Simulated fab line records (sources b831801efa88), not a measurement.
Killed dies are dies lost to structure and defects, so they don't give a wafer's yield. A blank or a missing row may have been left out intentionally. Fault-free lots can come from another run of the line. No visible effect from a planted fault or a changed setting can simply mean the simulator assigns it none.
Matching of chambers -- flow sky130 -- 4 sister chambers for SKY_VIA4_CMP_21 on cmp-02
The step polishes, stops on SiO2, t overpolish 25 s, target thk 0 nm. 4 wafers are shown with their chamber, then 10 later ones without.

EACH WAFER AND ITS CHAMBER
wafer,chamber,motor current A (A)
L086.1,1,11.1
L088.5,2,10.9
L089.1,3,11.5
L089.3,0,9.4

WAFERS MISSING THEIR CHAMBER
wafer,motor current A (A)
L089.6,9.4
L090.1,8.9
L090.2,10.7
L090.5,11.4
L092.3,9.0
L092.4,12.7
L092.5,9.1
L096.2,10.1
L096.3,11.1
L096.4,12.5

CHAMBER TAKEN BY EACH
wafer,from the rows above,in truth
L089.6,0,0
L090.1,0,0
L090.2,can't be placed: 2 or 1 or 3 or 0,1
L090.5,can't be placed: 3 or 1 or 2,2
L092.3,0,0
L092.4,can't be placed: 3 or 1 or 2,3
L092.5,0,0
L096.2,can't be placed: 0 or 2 or 1 or 3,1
L096.3,can't be placed: 1 or 2 or 3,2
L096.4,can't be placed: 3 or 1 or 2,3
Placed correctly: 4 of 10. Unplaceable from these rows: 6, with the true chamber sitting among the candidates in 6. Wrongly placed: 0.
How it was worked out, from the rows above alone: a wafer's distance from a chamber is the root of the sum, over the readings, of the square of ((its reading less the chamber's mean) divided by the reading's scatter). If the next closest chamber is less than 2 further off than the closest, the wafer can't be placed; otherwise it belongs to the closest. A chamber's mean is the mean of its shown wafers. The scatter: with one shown wafer a chamber, the root of the mean of the squares of how far each hidden wafer lies from its nearest shown one.
